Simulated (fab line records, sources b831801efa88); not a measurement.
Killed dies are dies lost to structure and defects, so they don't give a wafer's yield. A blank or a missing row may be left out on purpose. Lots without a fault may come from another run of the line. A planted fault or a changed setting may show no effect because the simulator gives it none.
fab line records | flow sfq_line
record lots=14 wafers=42 last_day=87
route steps=325 shown L0@3 M2@89
lots that met no fault: from a run of the same line without faults
start_h: hours from the record's first day to the start of the lot's first wafer shown | wait_h: hours since the lot's step before | " the same as in the row above | L1.1+2: a row that stands for several wafers | - no value, or no start given | * or withheld: withheld | < > ~ a bound
route shown NAME@n: a module of which the file shows steps, and the number in the route of the first | usual: mean/standard deviation of fault-free wafers | same: alike in all rows | chamber/n: place in a boat | sites: the reading at each site | _std_site: their standard deviation | _edge_site: outer sites' mean less inner sites' | radius_mm: how far each site lies from the wafer's centre | mask NAME#n: copy n | behind: the tool/chamber that last shaped the wafer | hold: why the lot was held/for how many hours/how that ended | device: the transistor (n, p or np) that didn't switch | end of line: the same wafers' tests at the end of the route | a step without rows: its recipe alone | killed: dies lost to structure and defects at the first sort, not the wafer's yield | map: a wafer's dies, x killed, . not, _ none there
set.NAME: the setting as run; set.NAME@STEP: as run at that earlier step | model.NAME: the simulator's own value behind a step, which no gauge read
steps of the route over a sample of lots; a table a step, a row a wafer
services: from which hour (start_h, from the record's first day; less than 0 if before it) a tool's chamber was out of use, for how many hours, and why
## steps
# step SFQ_TRILAYER_L0_DEP_SPUTTER_003
# recipe material=MoNx_KI base_pressure_pa=1.33e-06 target_thk_nm=40 power_w=800 time_s=100 chamber_pressure_pa=0.4
# usual base_pressure_pa=1.33e-06/9e-08 cathode_dc_power_W=800.01/0.15 throttle_valve_pct=29.8/0.89
# same time_s=100
# columns lot.wafer tool chamber start_h wait_h base_pressure_pa cathode_dc_power_W throttle_valve_pct
L646.1 pvd_sputter-04 - 17.49 0.0 1.4e-06 800.11 29.1
L646.2 " - " " 1.29e-06 799.89 29.1
L646.3 " - " " 1.39e-06 800.12 30.2
L647.1 pvd_sputter-04 - 22.49 0.0 1.4e-06 800.34 30.5
L647.2 " - " " 1.27e-06 799.97 29.1
L647.6 " - " " 1.25e-06 799.91 29.2
L649.3 pvd_sputter-04 - 32.49 0.0 1.41e-06 800.07 30.4
L649.4 " - " " 1.35e-06 799.85 29.0
L649.5 " - " " 1.33e-06 800.19 30.8
L651.1 pvd_sputter-04 - 42.49 0.0 1.26e-06 799.98 29.1
L651.4 " - " " 1.3e-06 800.11 30.3
L651.6 " - " " 1.38e-06 799.90 29.2
L656.2 pvd_sputter-05 - 67.49 0.0 1.36e-06 800.05 30.0
L656.5 " - " " 1.24e-06 800.01 30.0
L656.6 " - " " 1.48e-06 800.12 29.6
L657.2 pvd_sputter-06 - 72.49 0.0 1.41e-06 800.04 30.4
L657.3 " - " " 1.3e-06 799.93 31.3
L657.5 " - " " 1.45e-06 799.86 28.1
L658.1 pvd_sputter-06 - 77.49 0.0 1.46e-06 799.98 30.1
L658.5 " - " " 1.26e-06 799.92 28.0
L658.6 " - " " 1.36e-06 799.99 30.2
L661.2 pvd_sputter-06 - 92.49 0.0 1.25e-06 799.83 29.8
L661.3 " - " " 1.34e-06 800.04 31.4
L661.6 " - " " 1.41e-06 799.81 30.1
L662.1 pvd_sputter-06 - 97.49 0.0 1.47e-06 799.83 31.6
L662.3 " - " " 1.22e-06 799.88 30.3
L662.6 " - " " 1.24e-06 799.99 31.3
L664.3 pvd_sputter-04 - 107.49 0.0 1.28e-06 799.95 30.2
L664.4 " - " " 1.29e-06 800.01 30.6
L664.6 " - " " 1.35e-06 799.95 31.0
L665.1 pvd_sputter-04 - 112.49 0.0 1.36e-06 800.20 30.2
L665.4 " - " " 1.33e-06 800.28 30.4
L665.5 " - " " 1.26e-06 800.03 29.0
L666.2 pvd_sputter-05 - 117.49 0.0 1.27e-06 800.00 29.6
L666.3 " - " " 1.39e-06 800.03 30.3
L666.5 " - " " 1.26e-06 800.18 29.6
L667.2 pvd_sputter-06 - 122.49 0.0 1.49e-06 800.00 31.4
L667.4 " - " " 1.4e-06 800.16 30.2
L667.6 " - " " 1.28e-06 799.79 29.9
L668.1 pvd_sputter-04 - 127.49 0.0 1.23e-06 800.07 29.1
L668.3 " - " " 1.19e-06 799.87 29.0
L668.5 " - " " 1.38e-06 799.93 29.2
# step SFQ_TRILAYER_M2_DEP_SPUTTER_055
# recipe material=Nb base_pressure_pa=1.33e-06 chamber_pressure_pa=0.1333 substrate_temp_c=20 resputter_cathode_voltage_v=400 target_thk_nm=200 power_w=2000 time_s=133.3
# usual base_pressure_pa=1.32e-06/9.1e-08 cathode_dc_power_W=2000.0/0.37 throttle_valve_pct=30.0/0.92
# same time_s=133.3
# columns lot.wafer tool chamber start_h wait_h base_pressure_pa cathode_dc_power_W throttle_valve_pct
L646.1 pvd_sputter-06 - 568.21 0.0 1.44e-06 2000.1 28.2
L646.2 " - " " 1.3e-06 2000.3 31.4
L646.3 " - " " 1.28e-06 1999.8 30.1
L647.1 pvd_sputter-06 - 617.78 0.0 1.37e-06 1999.6 31.3
L647.2 " - " " 1.43e-06 2000.4 29.7
L647.6 " - " " 1.29e-06 2000.1 29.7
L649.3 pvd_sputter-06 - 623.91 0.0 1.29e-06 1999.8 29.9
L649.4 " - " " 1.32e-06 1999.7 29.7
L649.5 " - " " 1.3e-06 2000.6 29.6
L651.1 pvd_sputter-06 - 770.78 0.0 1.36e-06 2000.5 31.7
L651.4 " - " " 1.37e-06 1999.6 28.2
L651.6 " - " " 1.33e-06 1999.8 30.0
L656.2 pvd_sputter-06 - 820.12 0.0 1.37e-06 1721.0 29.8
L656.5 " - " " 1.32e-06 1721.7 29.8
L656.6 " - " " 1.32e-06 1721.1 31.3
L657.2 pvd_sputter-06 - 824.70 0.0 1.38e-06 1721.5 27.8
L657.3 " - " " 1.29e-06 1721.9 29.9
L657.5 " - " " 1.31e-06 1721.7 29.9
L658.1 pvd_sputter-05 - 829.63 0.0 1.29e-06 2000.2 30.0
L658.5 " - " " 1.43e-06 1999.5 30.0
L658.6 " - " " 1.28e-06 2000.0 29.4
L661.2 pvd_sputter-05 - 861.70 0.0 1.4e-06 2000.1 29.4
L661.3 " - " " 1.26e-06 2000.1 30.5
L661.6 " - " " 1.43e-06 2000.0 30.2
L662.1 pvd_sputter-05 - 871.92 0.0 1.28e-06 2000.0 30.1
L662.3 " - " " 1.25e-06 1999.8 29.8
L662.6 " - " " 1.27e-06 2000.1 29.8
L664.3 pvd_sputter-05 - 885.70 0.0 1.45e-06 2000.1 30.4
L664.4 " - " " 1.33e-06 1999.6 29.4
L664.6 " - " " 1.18e-06 1999.8 29.6
L665.1 pvd_sputter-06 - 894.10 0.0 1.27e-06 1999.5 30.1
L665.4 " - " " 1.26e-06 1999.9 31.3
L665.5 " - " " 1.26e-06 2000.1 31.3
L666.2 pvd_sputter-06 - 906.10 0.0 1.3e-06 2000.0 31.8
L666.3 " - " " 1.36e-06 2000.0 29.8
L666.5 " - " " 1.32e-06 2000.4 29.9
L667.2 pvd_sputter-05 - 909.70 0.0 1.4e-06 1999.2 29.7
L667.4 " - " " 1.3e-06 2000.2 30.4
L667.6 " - " " 1.31e-06 2000.2 30.5
L668.1 pvd_sputter-06 - 922.55 0.0 1.32e-06 2000.0 29.9
L668.3 " - " " 1.16e-06 1999.7 31.3
L668.5 " - " " 1.19e-06 2000.2 28.0
# step SFQ_M2_RS_MEAS_914
# recipe thk_meas_gauge=four-point-probe reads=Nb_of_TRILAYER_M2_DEP_SPUTTER_055
# usual M2_NB_RS=0.888/0.012
# columns lot.wafer tool chamber start_h wait_h M2_NB_RS[ohm/sq]
L646.1 film_metro-02 - 568.30 0.0 0.902
L646.2 " - " " 0.909
L646.3 " - " " 0.901
L647.1 film_metro-03 - 617.87 0.0 0.903
L647.2 " - " " 0.885
L647.6 " - " " 0.885
L649.3 film_metro-02 - 624.04 0.1 0.886
L649.4 " - " " 0.877
L649.5 " - " " 0.877
L651.1 film_metro-01 - 770.87 0.0 0.895
L651.4 " - " " 0.898
L651.6 " - " " 0.913
L656.2 film_metro-02 - 820.23 0.1 1.024
L656.5 " - " " 1.034
L656.6 " - " " 1.050
L657.2 film_metro-02 - 824.81 0.1 1.022
L657.3 " - " " 1.009
L657.5 " - " " 1.017
L658.1 film_metro-03 - 829.72 0.0 0.872
L658.5 " - " " 0.878
L658.6 " - " " 0.870
L661.2 film_metro-01 - 861.81 0.1 0.885
L661.3 " - " " 0.883
L661.6 " - " " 0.873
L662.1 film_metro-01 - 872.01 0.0 0.871
L662.3 " - " " 0.878
L662.6 " - " " 0.878
L664.3 film_metro-01 - 885.83 0.1 0.881
L664.4 " - " " 0.874
L664.6 " - " " 0.879
L665.1 film_metro-02 - 894.19 0.0 0.914
L665.4 " - " " 0.903
L665.5 " - " " 0.903
L666.2 film_metro-01 - 906.21 0.1 0.910
L666.3 " - " " 0.888
L666.5 " - " " 0.886
L667.2 film_metro-01 - 909.81 0.1 0.895
L667.4 " - " " 0.883
L667.6 " - " " 0.885
L668.1 film_metro-01 - 922.64 0.0 0.883
L668.3 " - " " 0.906
L668.5 " - " " 0.899
# step SFQ_TRILAYER_M2_ETCH_METAL_ETCH_060
# recipe target=Nb stop_on=SiO2 mask_material=PR chemistry=Cl2/Ar target_depth_nm=240 icp_w=600 bias_w=80 pressure_mtorr=10 time_s=120
# usual drypump_motor_current_A=5.6/0.47 oes_product_au=0.895/0.0081
# same time_s=120
# columns lot.wafer tool chamber start_h wait_h drypump_motor_current_A oes_product_au rf_hours_counter_h
L646.1 rie_metal-03 0 572.06 0.0 6.2 0.893 10
L646.2 " 1 " " 4.8 0.879 119
L646.3 " 1 " " 4.8 0.890 -
L647.1 rie_metal-03 0 632.60 0.0 6.1 0.886 21
L647.2 " 1 " " 4.8 0.897 130
L647.6 " 0 " " 6.1 0.891 -
L649.3 rie_metal-02 1 635.04 0.1 5.8 0.899 -
L649.4 " 0 " " 5.6 0.905 -
L649.5 " 0 " " 5.6 0.898 -
L651.1 rie_metal-02 0 773.52 0.0 5.6 0.890 71
L651.4 " 0 " " 5.6 0.893 -
L651.6 " 1 " " 5.8 0.878 -
L656.2 rie_metal-01 1 824.10 0.1 6.0 0.829 103
L656.5 " 0 " " 5.2 0.823 -
L656.6 " 1 " " 6.0 0.819 -
L657.2 rie_metal-03 1 837.13 0.0 4.8 0.828 2
L657.3 " 0 " " 6.2 0.832 -
L657.5 " 0 " " 6.2 0.825 -
L658.1 rie_metal-01 0 839.08 0.0 5.2 0.905 88
L658.5 " 1 " " 6.0 0.896 -
L658.6 " 0 " " 5.2 0.916 -
L661.2 rie_metal-03 1 864.44 0.0 4.8 0.891 7
L661.3 " 0 " " 6.2 0.904 -
L661.6 " 0 " " 6.1 0.904 -
L662.1 rie_metal-01 1 874.53 0.0 5.9 0.908 109
L662.3 " 1 " " 5.9 0.904 -
L662.6 " 1 " " 5.9 0.897 -
L664.3 rie_metal-02 1 888.36 0.1 5.8 0.901 -
L664.4 " 0 " " 5.6 0.899 -
L664.6 " 0 " " 5.6 0.899 -
L665.1 rie_metal-02 0 896.72 0.0 5.6 0.882 89
L665.4 " 1 " " 5.8 0.883 -
L665.5 " 1 " " 5.8 0.879 -
L666.2 rie_metal-03 0 908.72 0.0 6.1 0.883 64
L666.3 " 1 " " 4.8 0.894 -
L666.5 " 0 " " 6.1 0.897 -
L667.2 rie_metal-03 1 922.09 0.0 4.8 0.893 13
L667.4 " 1 " " 4.8 0.894 -
L667.6 " 1 " " 4.8 0.890 -
L668.1 rie_metal-03 0 925.17 0.0 6.2 0.886 66
L668.3 " 0 " " 6.1 0.885 -
L668.5 " 0 " " 6.1 0.891 -
## services
# columns tool chamber start_h hours kind
pvd_sputter-06 - 13.68 1.6 repair
rie_metal-03 - 28.04 1.0 repair
pvd_sputter-04 - 34.32 7.6 repair
pvd_sputter-04 - 81.79 6.9 repair
pvd_sputter-06 - 293.02 5.9 repair
pvd_sputter-06 - 320.55 3.6 repair
rie_metal-03 - 330.70 1.2 repair
pvd_sputter-05 - 339.79 3.8 repair
rie_metal-02 - 372.10 15.6 pm
pvd_sputter-04 - 419.70 6.8 repair
pvd_sputter-06 - 439.47 6.2 repair
rie_metal-03 0 449.70 6.4 repair
pvd_sputter-05 - 474.03 1.2 repair
pvd_sputter-05 - 510.72 6.8 repair
rie_metal-02 0 613.12 20.0 repair
pvd_sputter-05 - 636.08 0.6 repair
pvd_sputter-06 - 700.05 2.7 repair
pvd_sputter-06 - 707.04 25.2 repair
pvd_sputter-04 - 769.11 2.2 repair
rie_metal-03 - 792.23 2.8 pm
pvd_sputter-05 - 855.84 3.3 repair
pvd_sputter-04 - 865.85 12.5 repair
rie_metal-03 - 895.33 0.3 repair
pvd_sputter-05 - 904.01 1.7 repair
## key
first_sign step=SFQ_TRILAYER_M2_DEP_SPUTTER_055 reading=cathode_dc_power_W direction=down sigmas=99+ usual=2000.0 struck=1721.5
effect step=SFQ_M2_RS_MEAS_914 reading=M2_NB_RS direction=up sigmas=11 usual=0.888 struck=1.026
effect step=SFQ_TRILAYER_M2_ETCH_METAL_ETCH_060 reading=oes_product_au direction=down sigmas=8.5 usual=0.895 struck=0.826
met_at SFQ_TRILAYER_M2_DEP_SPUTTER_055
struck_lots L656,L657
not_acting_at SFQ_TRILAYER_L0_DEP_SPUTTER_003
onset_between 770.78 820.12
fault kind=process_parameter_drift tool=pvd_sputter-06 chamber=- onset_h=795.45 steps=SFQ_TRILAYER_M2_DEP_SPUTTER_055 channel=power_w offset=-278.56 shape=step end_h=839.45 acts_in=these_recipes_only stated=2000
